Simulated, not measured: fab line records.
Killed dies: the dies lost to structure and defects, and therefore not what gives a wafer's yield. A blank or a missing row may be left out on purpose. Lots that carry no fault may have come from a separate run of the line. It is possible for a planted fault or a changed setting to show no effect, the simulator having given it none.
The same fault as seen by 2 desks + flow gf180mcu + each desk has only its own numbers; what lay behind them comes last

== FOR THE TOOL OWNER'S DESK: lithoTrack-02 ==
At GF_V1_SOFTBAKE_10 (time 60 s), the tool's own readings, given per lot that ran on this tool as the mean of the sampled wafers with a number. If a lot's mean is further than 4 standard deviations from the usual mean, the lot is out of limits and carries the mark OUT (the distance appears in the brackets).
Columns: A = heaterPowerTotalW at GF_V1_SOFTBAKE_10, usual 93.06 W; B = plateTempC at GF_V1_SOFTBAKE_10, usual 130.00 C
| lot  | first seen here | A               | B                |
|------|-----------------|-----------------|------------------|
| L145 | day 18 21:00    | 93.01           | 129.90           |
| L148 | day 20 02:00    | 93.03           | 130.06           |
| L149 | day 20 11:00    | 89.23 (-71) OUT | 125.89 (-34) OUT |
| L151 | day 21 09:00    | 89.15 (-72) OUT | 125.98 (-34) OUT |
| L159 | day 24 01:00    | 93.07           | 129.98           |
| L161 | day 24 11:00    | 93.07           | 129.88           |
| L162 | day 24 17:00    | 93.01           | 129.91           |
| L163 | day 25 03:00    | 93.03           | 130.10           |
| L166 | day 26 01:00    | 92.99           | 130.09           |
This desk's finding: out of limits on L149, L151; first on L149, day 20 11:00 (heaterPowerTotalW at GF_V1_SOFTBAKE_10). Within limits: L145, L148, L159, L161, L162, L163, L166.

== AT THE METROLOGY DESK ==
Means of the sampled wafers that have a number, per lot and without regard to the tool the lot ran on: this is what the gauges read. If a lot's mean is further than 4 standard deviations from the usual mean, the lot is out of limits and carries the mark OUT (the distance appears in the brackets).
Columns: A = cdNm at GF_V1_CD_MEAS_14, usual 260.2 nm; B = V1_OVL at GF_V1_OVL_MEAS_15, usual 0 nm
| lot  | first seen here | A                | B  |
|------|-----------------|------------------|----|
| L145 | day 19 10:10    | 261.1            | 3  |
| L148 | day 20 15:10    | 258.1            | 0  |
| L149 | day 20 23:58    | 249.5 (-9.7) OUT | -2 |
| L151 | day 21 21:22    | 250.3 (-9.0) OUT | -1 |
| L156 | day 23 01:28    | 260.3            | 3  |
| L159 | day 24 12:01    | 260.9            | 0  |
| L160 | day 24 14:16    | 259.2            | -4 |
| L161 | day 24 22:50    | 260.2            | 1  |
| L162 | day 25 04:21    | 258.8            | 0  |
| L163 | day 25 13:38    | 261.4            | -5 |
| L164 | day 25 20:09    | 259.3            | 2  |
| L166 | day 26 11:44    | 261.5            | -1 |
| L167 | day 26 18:57    | 260.5            | -3 |
This desk's finding: out of limits on L149, L151; first on L149, day 20 23:58 (cdNm at GF_V1_CD_MEAS_14). Within limits: L145, L148, L156, L159, L160, L161, L162, L163, L164, L166, L167.

== TAKEN TOGETHER ==
On L149, L151, at day 20 11:00, an alarm was possible from the tool owner's desk.
An alarm was possible from the metrology desk at day 20 23:58, on L149, L151.
GF_V1_SOFTBAKE_10 was run on lithoTrack-02 by each of the lots named.

== WHAT THE SIMULATOR PUT IN ==
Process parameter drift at GF_V1_SOFTBAKE_10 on lithoTrack-02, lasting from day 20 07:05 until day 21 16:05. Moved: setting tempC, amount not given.
Struck lots among those shown: L149, L151.
Fault start to first reading out of limits, in hours, per desk: tool owner, 4; metrology, 17.
